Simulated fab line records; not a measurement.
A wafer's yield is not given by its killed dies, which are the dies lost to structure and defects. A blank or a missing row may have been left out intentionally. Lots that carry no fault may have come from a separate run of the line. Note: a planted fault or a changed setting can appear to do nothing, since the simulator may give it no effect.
Commonality check across tools / flow gf180mcu / 39 wafers sampled across 13 lots

REASON IT WAS OPENED
At GF_M5_CD_MEAS_07 the reading cd_nm is flagged on 3 of 13 lots. Fault-free wafers read 280.4 nm, with a standard deviation of 1.1.
Rule: a lot is flagged in two cases, either no wafer of it has a number, or all its wafers with numbers fall more than 4 standard deviations from that mean. The other lots count as sound.

lot=L328; measured=day 25 23:42; on=cd_sem-02; cd_nm (nm), wafer by wafer=280.9 280.7 281.7; flag=
lot=L329; measured=day 26 09:20; on=cd_sem-01; cd_nm (nm), wafer by wafer=279.5 279.3 281.1; flag=
lot=L331; measured=day 27 10:59; on=cd_sem-02; cd_nm (nm), wafer by wafer=279.7 280.4 280.4; flag=
lot=L333; measured=day 28 02:10; on=cd_sem-01; cd_nm (nm), wafer by wafer=278.7 279.0 279.6; flag=
lot=L336; measured=day 28 23:34; on=cd_sem-01; cd_nm (nm), wafer by wafer=292.7 292.4 292.7; flag=FLAGGED
lot=L338; measured=day 29 08:40; on=cd_sem-02; cd_nm (nm), wafer by wafer=281.6 279.2 279.1; flag=
lot=L339; measured=day 29 23:10; on=cd_sem-02; cd_nm (nm), wafer by wafer=289.1 288.9 289.4; flag=FLAGGED
lot=L340; measured=day 30 02:39; on=cd_sem-02; cd_nm (nm), wafer by wafer=292.8 292.0 291.7; flag=FLAGGED
lot=L344; measured=day 31 06:01; on=cd_sem-02; cd_nm (nm), wafer by wafer=280.5 280.9 281.3; flag=
lot=L347; measured=day 31 21:32; on=cd_sem-01; cd_nm (nm), wafer by wafer=282.6 282.9 282.7; flag=
lot=L349; measured=day 32 10:19; on=cd_sem-01; cd_nm (nm), wafer by wafer=280.7 280.2 280.1; flag=
lot=L350; measured=day 32 13:58; on=cd_sem-02; cd_nm (nm), wafer by wafer=281.6 281.1 280.7; flag=
lot=L351; measured=day 32 17:17; on=cd_sem-01; cd_nm (nm), wafer by wafer=280.6 279.8 279.2; flag=
On average the flagged lots' numbers are 291.3 nm, which is +10.9 nm against the usual, or +10 standard deviations.

WHICH TOOL EACH LOT WENT THROUGH
2 process steps preceding the reading are held in the record, out of 602 steps in the route. Cell contents, in order: the tool; ch with the chambers the sampled wafers went through; the start.
lot=L328; flag=; GF_MIM_CVD_05=pecvd-03 ch 0,1,2, day 24 03:55; GF_M5_SOFTBAKE_03=litho_track-04 ch 0, day 25 12:55
lot=L329; flag=; GF_MIM_CVD_05=pecvd-03 ch 0,1,2, day 24 14:16; GF_M5_SOFTBAKE_03=litho_track-04 ch 0, day 25 23:23
lot=L331; flag=; GF_MIM_CVD_05=pecvd-01 ch 0,1,2, day 25 18:04; GF_M5_SOFTBAKE_03=litho_track-02 ch 0, day 27 00:37
lot=L333; flag=; GF_MIM_CVD_05=pecvd-02 ch 0,1, day 26 09:05; GF_M5_SOFTBAKE_03=litho_track-04 ch 0, day 27 16:20
lot=L336; flag=FLAGGED; GF_MIM_CVD_05=pecvd-03 ch 0,1, day 27 07:08; GF_M5_SOFTBAKE_03=litho_track-04 ch 0, day 28 14:01
lot=L338; flag=; GF_MIM_CVD_05=pecvd-01 ch 0,2, day 27 17:11; GF_M5_SOFTBAKE_03=litho_track-01 ch 0, day 28 22:40
lot=L339; flag=FLAGGED; GF_MIM_CVD_05=pecvd-03 ch 0,1, day 28 00:44; GF_M5_SOFTBAKE_03=litho_track-04 ch 0, day 29 14:08
lot=L340; flag=FLAGGED; GF_MIM_CVD_05=pecvd-02 ch 0,1,2, day 28 12:16; GF_M5_SOFTBAKE_03=litho_track-04 ch 0, day 29 17:14
lot=L344; flag=; GF_MIM_CVD_05=pecvd-03 ch 0,1,2, day 29 17:34; GF_M5_SOFTBAKE_03=litho_track-01 ch 0, day 30 21:13
lot=L347; flag=; GF_MIM_CVD_05=pecvd-02 ch 0,1,2, day 30 10:09; GF_M5_SOFTBAKE_03=litho_track-02 ch 0, day 31 12:46
lot=L349; flag=; GF_MIM_CVD_05=pecvd-03 ch 0,1,2, day 31 00:22; GF_M5_SOFTBAKE_03=litho_track-02 ch 0, day 32 01:52
lot=L350; flag=; GF_MIM_CVD_05=pecvd-01 ch 0,2, day 31 03:58; GF_M5_SOFTBAKE_03=litho_track-04 ch 0, day 32 05:35
lot=L351; flag=; GF_MIM_CVD_05=pecvd-01 ch 1,2, day 31 06:22; GF_M5_SOFTBAKE_03=litho_track-02 ch 0, day 32 08:47
These steps, and what they do:
- GF_MIM_CVD_05: deposits Si3N4, target thk 42 nm, time 29.086 s.
- GF_M5_SOFTBAKE_03: time 60 s.
- GF_M5_CD_MEAS_07: target cd 280 nm.

FLAGGED OVER TOTAL, TOOL BY TOOL (the gauges that took the reading come last)
step=GF_MIM_CVD_05; tool=pecvd-01; lots run=4; flagged=0; share of the flagged lots=none; sound lots run after its first flagged lot=-
step=GF_MIM_CVD_05; tool=pecvd-02; lots run=3; flagged=1; share of the flagged lots=some; sound lots run after its first flagged lot=1 (L347)
step=GF_MIM_CVD_05; tool=pecvd-03; lots run=6; flagged=2; share of the flagged lots=some; sound lots run after its first flagged lot=2 (L344,L349)
step=GF_M5_SOFTBAKE_03; tool=litho_track-01; lots run=2; flagged=0; share of the flagged lots=none; sound lots run after its first flagged lot=-
step=GF_M5_SOFTBAKE_03; tool=litho_track-02; lots run=4; flagged=0; share of the flagged lots=none; sound lots run after its first flagged lot=-
step=GF_M5_SOFTBAKE_03; tool=litho_track-04; lots run=7; flagged=3; share of the flagged lots=all; sound lots run after its first flagged lot=1 (L350)
step=GF_M5_CD_MEAS_07; tool=cd_sem-01; lots run=6; flagged=1; share of the flagged lots=some; sound lots run after its first flagged lot=3 (L347,L349,L351)
step=GF_M5_CD_MEAS_07; tool=cd_sem-02; lots run=7; flagged=2; share of the flagged lots=some; sound lots run after its first flagged lot=2 (L344,L350)

WHAT THE TABLE ALLOWS
All flagged lots share 1 row of the table, namely litho_track-04 at GF_M5_SOFTBAKE_03.
- litho_track-04 at GF_M5_SOFTBAKE_03: 3 of its 7 lots flagged. Lots that were sound ran on it after the first flagged one (L350); a persistent fault on the entire tool would not allow that. Its own readings (heater_power_total_W, plate_temp_C) fall more than 4 standard deviations out on all wafers of the flagged lots.
There is no row in the table that ran each flagged lot and no sound lot after the first.

WHAT THE SIMULATOR HAD INSERTED
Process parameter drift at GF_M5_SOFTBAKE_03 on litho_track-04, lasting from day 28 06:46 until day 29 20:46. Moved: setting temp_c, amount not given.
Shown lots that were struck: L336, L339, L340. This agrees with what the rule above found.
